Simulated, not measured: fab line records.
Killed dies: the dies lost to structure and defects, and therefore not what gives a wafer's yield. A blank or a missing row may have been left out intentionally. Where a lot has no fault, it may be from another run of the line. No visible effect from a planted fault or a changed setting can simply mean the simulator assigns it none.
fab line records + flow gf180mcu
record
- lots=7
- wafers=21
- last_day=34
route steps=602 shown HV_LDD@227 NSD@235
lots that met no fault: taken from a fault-free run of the same line
start_h: start of the lot's first displayed wafer, in hours after the record's first day + wait_h: how many hours have passed since the lot's step before this one + " repeats the value in the row above + L1.1+2: one row covering several wafers at once + - no value present, or no start provided + * or withheld: withheld + < > ~ a bound
route shown NAME@n: NAME is a module with steps in the file, n the number in the route of the first one + usual: mean and standard deviation over wafers with no fault + same: alike in all rows + chamber/n: place in a boat + sites: each site's reading + _std_site: the values' standard deviation + _edge_site: the outer-site mean with the inner-site mean subtracted + radius_mm: how far each site lies from the wafer's centre + mask NAME#n: copy n + behind: tool/chamber where the wafer was last shaped + hold: what put the lot on hold/how long, in hours/how the hold closed + device: which transistor (n, p or np) failed to switch + end of line: at the end of the route, the tests of the same wafers + for a step that has no rows: nothing shown but its recipe + killed: count of dies lost to structure and defects at first sort (not the wafer's yield) + map: the dies of a wafer, with x for killed, . for not killed, _ for no die there
set.NAME: the run value of the setting; set.NAME@STEP: its run value at that earlier step + model.NAME: the simulator's own value behind a step, which no gauge read
a table for each step, a row for each wafer; lots at some steps of the route
services: from which hour (start_h, from the record's first day; less than 0 if before it) a tool's chamber was out of use, for how many hours, and why
## steps
# step GF_HV_LDD_CLEAN_51
# recipe
- chemistry=SC1/SC2
- mix=1:4:20
- temp_c=70
- time_s=150
- dry=n2_spin
# step GF_HV_LDD_RTA_52
# recipe
- temp_c=1000
- time_s=10
- ambient=N2
# usual
- lamp_power_pct=34.0/0.56
- wafer_temp_C_max=1004.9/1
| lot.wafer | tool          | chamber | start_h | wait_h | lamp_power_pct | wafer_temp_C_max |
|-----------|---------------|---------|---------|--------|----------------|------------------|
| L705.1    | rtp_anneal-01 | 0       | 316.36  | 0.0    | 34.6           | 1004.2           |
| L705.3    | "             | 0       | "       | "      | 34.6           | 1004.7           |
| L705.6    | "             | 0       | "       | "      | 34.6           | 1004.3           |
| L708.2    | rtp_anneal-02 | 0       | 338.09  | 0.0    | 33.5           | 1005.3           |
| L708.4    | "             | 0       | "       | "      | 33.5           | 1003.9           |
| L708.5    | "             | 0       | "       | "      | 33.5           | 1004.7           |
| L709.1    | rtp_anneal-02 | 0       | 343.89  | 0.0    | 33.4           | 1007.2           |
| L709.3    | "             | 0       | "       | "      | 33.5           | 1005.0           |
| L709.4    | "             | 0       | "       | "      | 33.5           | 1004.3           |
| L710.2    | rtp_anneal-01 | 0       | 355.34  | 0.0    | 34.6           | 1005.1           |
| L710.3    | "             | 0       | "       | "      | 34.6           | 1004.8           |
| L710.5    | "             | 0       | "       | "      | 34.6           | 1004.4           |
| L717.4    | rtp_anneal-02 | 0       | 410.05  | 0.0    | 33.4           | 1005.1           |
| L717.5    | "             | 0       | "       | "      | 33.5           | 1003.8           |
| L717.6    | "             | 0       | "       | "      | 33.5           | 1004.0           |
| L720.1    | rtp_anneal-01 | 0       | 433.97  | 0.0    | 34.6           | 1004.0           |
| L720.3    | "             | 0       | "       | "      | 34.5           | 1004.3           |
| L720.6    | "             | 0       | "       | "      | 34.6           | 1005.2           |
| L723.3    | rtp_anneal-01 | 0       | 460.74  | 0.0    | 34.6           | 1003.4           |
| L723.4    | "             | 0       | "       | "      | 34.6           | 1004.7           |
| L723.5    | "             | 0       | "       | "      | 34.6           | 1003.4           |
# step GF_HV_LDD_RS_MEAS_53
# recipe
- thk_meas_gauge=four-point-probe
# usual
- HV_LDD_RS=417.2/0.96
| lot.wafer | tool          | chamber | start_h | wait_h | HV_LDD_RS[ohm/sq] |
|-----------|---------------|---------|---------|--------|-------------------|
| L705.1    | film_metro-04 | -       | 316.43  | 0.1    | 417.3             |
| L705.3    | "             | -       | "       | "      | 417.4             |
| L705.6    | "             | -       | "       | "      | 418.2             |
| L708.2    | film_metro-01 | -       | 338.17  | 0.1    | 416.7             |
| L708.4    | "             | -       | "       | "      | 418.2             |
| L708.5    | "             | -       | "       | "      | 419.0             |
| L709.1    | film_metro-04 | -       | 343.96  | 0.1    | 416.0             |
| L709.3    | "             | -       | "       | "      | 416.7             |
| L709.4    | "             | -       | "       | "      | 415.7             |
| L710.2    | film_metro-02 | -       | 355.42  | 0.1    | 418.1             |
| L710.3    | "             | -       | "       | "      | 416.8             |
| L710.5    | "             | -       | "       | "      | 418.4             |
| L717.4    | film_metro-02 | -       | 410.14  | 0.1    | 416.3             |
| L717.5    | "             | -       | "       | "      | 415.9             |
| L717.6    | "             | -       | "       | "      | 416.1             |
| L720.1    | film_metro-01 | -       | 434.04  | 0.1    | 418.1             |
| L720.3    | "             | -       | "       | "      | 417.7             |
| L720.6    | "             | -       | "       | "      | 417.5             |
| L723.3    | film_metro-04 | -       | 460.82  | 0.1    | 417.7             |
| L723.4    | "             | -       | "       | "      | 418.1             |
| L723.5    | "             | -       | "       | "      | 417.6             |
# step GF_HV_LDD_CVD_54
# recipe
- material=SiO2
- target_thk_nm=10
- precursor=TEOS
- temp_c=680
- time_s=75
- pressure_mtorr=400
# step GF_HV_LDD_THK_MEAS_55
# recipe
- reads=SiO2_of_HV_LDD_CVD_54
# usual
- HV_LDD_CVD_54_THK=10.07/0.15
| lot.wafer | tool          | chamber | start_h | wait_h | HV_LDD_CVD_54_THK[nm] |
|-----------|---------------|---------|---------|--------|-----------------------|
| L705.1    | film_metro-02 | -       | 317.57  | 0.0    | 10.22                 |
| L705.3    | "             | -       | "       | "      | 10.07                 |
| L705.6    | "             | -       | "       | "      | 10.06                 |
| L708.2    | film_metro-04 | -       | 339.30  | 0.0    | 10.04                 |
| L708.4    | "             | -       | "       | "      | 10.07                 |
| L708.5    | "             | -       | "       | "      | 9.97                  |
| L709.1    | film_metro-04 | -       | 345.10  | 0.0    | 10.32                 |
| L709.3    | "             | -       | "       | "      | 10.29                 |
| L709.4    | "             | -       | "       | "      | 10.41                 |
| L710.2    | film_metro-01 | -       | 356.58  | 0.0    | 10.02                 |
| L710.3    | "             | -       | "       | "      | 9.94                  |
| L710.5    | "             | -       | "       | "      | 10.09                 |
| L717.4    | film_metro-04 | -       | 411.25  | 0.0    | 10.21                 |
| L717.5    | "             | -       | "       | "      | 9.97                  |
| L717.6    | "             | -       | "       | "      | 10.17                 |
| L720.1    | film_metro-04 | -       | 436.41  | 0.0    | 10.00                 |
| L720.3    | "             | -       | "       | "      | 9.98                  |
| L720.6    | "             | -       | "       | "      | 10.01                 |
| L723.3    | film_metro-02 | -       | 461.94  | 0.0    | 10.01                 |
| L723.4    | "             | -       | "       | "      | 9.98                  |
| L723.5    | "             | -       | "       | "      | 9.95                  |
# step GF_HV_LDD_CVD_56
# recipe
- material=Si3N4
- precursor=DCS/NH3
- target_thk_nm=90
- temp_c=770
- time_s=1543
- pressure_mtorr=250
# step GF_HV_LDD_THK_MEAS_57
# recipe
- reads=Si3N4_of_HV_LDD_CVD_56
# usual
- HV_LDD_CVD_56_THK=90.3/0.91
| lot.wafer | tool          | chamber | start_h | wait_h | HV_LDD_CVD_56_THK[nm] |
|-----------|---------------|---------|---------|--------|-----------------------|
| L705.1    | film_metro-01 | -       | 319.06  | 0.0    | 90.5                  |
| L705.3    | "             | -       | "       | "      | 89.8                  |
| L705.6    | "             | -       | "       | "      | 90.2                  |
| L708.2    | film_metro-01 | -       | 340.79  | 0.0    | 89.3                  |
| L708.4    | "             | -       | "       | "      | 89.7                  |
| L708.5    | "             | -       | "       | "      | 88.8                  |
| L709.1    | film_metro-02 | -       | 346.58  | 0.0    | 89.8                  |
| L709.3    | "             | -       | "       | "      | 89.2                  |
| L709.4    | "             | -       | "       | "      | 89.3                  |
| L710.2    | film_metro-01 | -       | 360.00  | 0.0    | 90.6                  |
| L710.3    | "             | -       | "       | "      | 90.3                  |
| L710.5    | "             | -       | "       | "      | 90.4                  |
| L717.4    | film_metro-01 | -       | 412.74  | 0.0    | 88.8                  |
| L717.5    | "             | -       | "       | "      | 89.1                  |
| L717.6    | "             | -       | "       | "      | 89.7                  |
| L720.1    | film_metro-04 | -       | 439.18  | 0.0    | 90.3                  |
| L720.3    | "             | -       | "       | "      | 90.9                  |
| L720.6    | "             | -       | "       | "      | 90.8                  |
| L723.3    | film_metro-02 | -       | 463.43  | 0.0    | 90.3                  |
| L723.4    | "             | -       | "       | "      | 90.4                  |
| L723.5    | "             | -       | "       | "      | 90.9                  |
# step GF_HV_LDD_ETCHBACK_58
# recipe
- chemistry=CH3F/O2
- target=Si3N4
- stop_on=SiO2
- source_w=386.5
- bias_w=80
- pressure_mtorr=25
- ch3f_flow_sccm=40
- O2_flow_sccm=30
- time_s=100
- target_depth_a=900
# usual
- bias_w=80.00/0.23
- drypump_motor_current_A=5.8/0.42
- oes_product_au=0.844/0.0067
- rf_fwd_power_W=384.6/1.5
- throttle_valve_pct=10.561/0.01
| lot.wafer | tool        | chamber | start_h | wait_h | bias_w | drypump_motor_current_A | oes_product_au | rf_fwd_power_W | rf_hours_counter_h | throttle_valve_pct |
|-----------|-------------|---------|---------|--------|--------|-------------------------|----------------|----------------|--------------------|--------------------|
| L705.1    | rie_diel-01 | 3       | 319.12  | 0.1    | 79.77  | 5.8                     | 0.850          | 383.2          | 12                 | 10.569             |
| L705.3    | "           | 0       | "       | "      | 80.02  | 6.4                     | 0.837          | 383.8          | 3                  | 10.553             |
| L705.6    | "           | 0       | "       | "      | 79.82  | 6.4                     | 0.844          | 384.2          | -                  | 10.573             |
| L708.2    | rie_diel-04 | 3       | 340.84  | 0.0    | 79.92  | 5.7                     | 0.849          | 385.1          | 66                 | 10.557             |
| L708.4    | "           | 1       | "       | "      | 80.09  | 5.9                     | 0.852          | 383.4          | 72                 | 10.577             |
| L708.5    | "           | 3       | "       | "      | 80.18  | 5.8                     | 0.837          | 385.7          | -                  | 10.552             |
| L709.1    | rie_diel-03 | 1       | 346.64  | 0.1    | 80.30  | 5.3                     | 0.833          | 386.8          | 7                  | 10.569             |
| L709.3    | "           | 2       | "       | "      | 79.86  | 5.2                     | 0.842          | 385.3          | 1                  | 10.554             |
| L709.4    | "           | 0       | "       | "      | 79.82  | 5.7                     | 0.847          | 386.1          | 4                  | 10.560             |
| L710.2    | rie_diel-03 | 1       | 360.05  | 0.0    | 80.06  | 5.3                     | 0.838          | 387.3          | 7                  | 10.552             |
| L710.3    | "           | 2       | "       | "      | 79.93  | 5.2                     | 0.834          | 385.9          | 1                  | 10.566             |
| L710.5    | "           | 1       | "       | "      | 79.84  | 5.3                     | 0.850          | 386.7          | -                  | 10.585             |
| L717.4    | rie_diel-04 | 1       | 412.77  | 0.0    | 80.02  | 5.9                     | 0.833          | 384.9          | 73                 | 10.549             |
| L717.5    | "           | 3       | "       | "      | 80.08  | 5.8                     | 0.841          | 385.5          | -                  | 10.558             |
| L717.6    | "           | 2       | "       | "      | 80.23  | 6.2                     | 0.845          | 384.7          | -                  | 10.555             |
| L720.1    | rie_diel-04 | 0       | 439.24  | 0.1    | 79.98  | 6.7                     | 0.847          | 383.8          | 7                  | 10.553             |
| L720.3    | "           | 1       | "       | "      | 80.40  | 5.9                     | 0.847          | 383.6          | 74                 | 10.556             |
| L720.6    | "           | 1       | "       | "      | 80.09  | 5.9                     | 0.851          | 383.6          | -                  | 10.560             |
| L723.3    | rie_diel-03 | 3       | 463.47  | 0.0    | 79.79  | 5.8                     | 0.848          | 384.0          | 20                 | 10.565             |
| L723.4    | "           | 3       | "       | "      | 80.00  | 5.8                     | 0.850          | 382.9          | -                  | 10.569             |
| L723.5    | "           | 2       | "       | "      | 79.82  | 5.2                     | 0.855          | 385.7          | -                  | 10.559             |
# step GF_NSD_DEHYDRATE_00
# recipe
- temp_c=200
- time_s=60
# step GF_NSD_HMDS_01
# recipe
- prime_time_s=60
- prime_temp_c=120
# step GF_NSD_COAT_02
# recipe
- resist=NOVOLAK
- spin_rpm=3000
- resist_thk_nm=1000
# step GF_NSD_SOFTBAKE_03
# recipe
- temp_c=90
- time_s=60
- resist=NOVOLAK
# step GF_NSD_EXPOSE_04
# recipe
- mask_id=Nplus
- target_cd_nm=400
- na=0.6
- source_shape=conventional
- sigma_outer=0.6
- dose_mj=140
# usual
- exposure_dose_mJ_cm2=139.92/0.14
- focus_offset_nm=0.0/0.45
- sigma_outer=0.6/0
| lot.wafer | tool             | chamber | start_h | wait_h | mask    | exposure_dose_mJ_cm2 | focus_offset_nm | sigma_outer |
|-----------|------------------|---------|---------|--------|---------|----------------------|-----------------|-------------|
| L705.1    | iline_stepper-02 | 0       | 329.82  | -      | Nplus#0 | 140.13               | 0.5             | 0.6         |
| L705.3    | "                | 0       | "       | "      | Nplus#0 | 139.90               | -0.1            | 0.6         |
| L705.6    | "                | 0       | "       | "      | Nplus#0 | 140.01               | -0.1            | 0.6         |
| L708.2    | iline_stepper-02 | -       | 351.82  | -      | Nplus#0 | -                    | -               | -           |
| L708.4    | "                | -       | "       | "      | Nplus#0 | -                    | -               | -           |
| L708.5    | "                | -       | "       | "      | Nplus#0 | -                    | -               | -           |
| L709.1    | iline_stepper-01 | -       | 357.83  | -      | Nplus#0 | -                    | -               | -           |
| L709.3    | "                | -       | "       | "      | Nplus#0 | -                    | -               | -           |
| L709.4    | "                | -       | "       | "      | Nplus#0 | -                    | -               | -           |
| L710.2    | iline_stepper-02 | -       | 371.29  | -      | Nplus#0 | -                    | -               | -           |
| L710.3    | "                | -       | "       | "      | Nplus#0 | -                    | -               | -           |
| L710.5    | "                | -       | "       | "      | Nplus#0 | -                    | -               | -           |
| L717.4    | iline_stepper-01 | 0       | 424.81  | -      | Nplus#0 | 139.62               | 0.5             | 0.6         |
| L717.5    | "                | 0       | "       | "      | Nplus#0 | 139.75               | 0.9             | 0.6         |
| L717.6    | "                | 0       | "       | "      | Nplus#0 | 139.78               | 1.0             | 0.6         |
| L720.1    | iline_stepper-02 | 0       | 451.65  | -      | Nplus#0 | 139.87               | 0.0             | 0.6         |
| L720.3    | "                | 0       | "       | "      | Nplus#0 | 140.02               | 0.7             | 0.6         |
| L720.6    | "                | 0       | "       | "      | Nplus#0 | 140.03               | -1.1            | 0.6         |
| L723.3    | iline_stepper-02 | 0       | 475.79  | -      | Nplus#0 | 139.87               | -0.5            | 0.6         |
| L723.4    | "                | 0       | "       | "      | Nplus#0 | 139.89               | -0.7            | 0.6         |
| L723.5    | "                | 0       | "       | "      | Nplus#0 | 140.00               | -0.8            | 0.6         |
# step GF_NSD_PEB_05
# recipe
- temp_c=withheld
- time_s=*
- resist=NOVOLAK
## services
| tool             | chamber | start_h | hours | kind           |
|------------------|---------|---------|-------|----------------|
| rie_diel-03      | 2       | 299.69  | -     | clean          |
| rie_diel-03      | 2       | 299.69  | 17.5  | scheduled_down |
| rie_diel-03      | 2       | 299.69  | 17.5  | vent_cycle     |
| rie_diel-04      | 2       | 302.66  | 23.4  | repair         |
| rie_diel-03      | 2       | 328.92  | 2.9   | repair         |
| iline_stepper-01 | -       | 334.55  | 0.9   | repair         |
| rtp_anneal-01    | -       | 336.14  | 2.6   | pm             |
| rie_diel-01      | -       | 351.23  | 1.8   | repair         |
| iline_stepper-02 | -       | 351.92  | 1.7   | pm             |
| rie_diel-03      | 1       | 374.91  | 7.7   | repair         |
| rie_diel-01      | 1       | 427.39  | 6.7   | repair         |
| rie_diel-03      | 0       | 459.74  | 12.5  | repair         |
## key
first_sign
- step=GF_NSD_EXPOSE_04
- reading=tool_record
- direction=missing
effect none on later readings
met_at GF_NSD_EXPOSE_04
struck_wafers L708.2,L708.4,L708.5,L709.1,L709.3,L709.4,L710.2,L710.3,L710.5
sort_left_out L708.2,L708.4,L708.5,L709.1,L709.3,L709.4,L710.2,L710.3,L710.5
tester_left_out L708,L709,L710
onset_between 329.82 351.82
fault
- kind=skipped_step_whole
- tool=iline_stepper-01,iline_stepper-02
- chamber=-
- onset_h=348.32
- steps=GF_NSD_EXPOSE_04
- scope=struck_lots_only
# tester_left_out: of these lots the tester's yield and bins aren't shown, on N5 and GAA mostly nor the transistor test; their killed dies are dies lost to structure and defects alone, not to doping, threshold or leakage, so they don't give the yield
# sort_left_out: the simulated sort isn't trusted on such a fault, so these wafers' sort isn't shown, and their yield isn't known
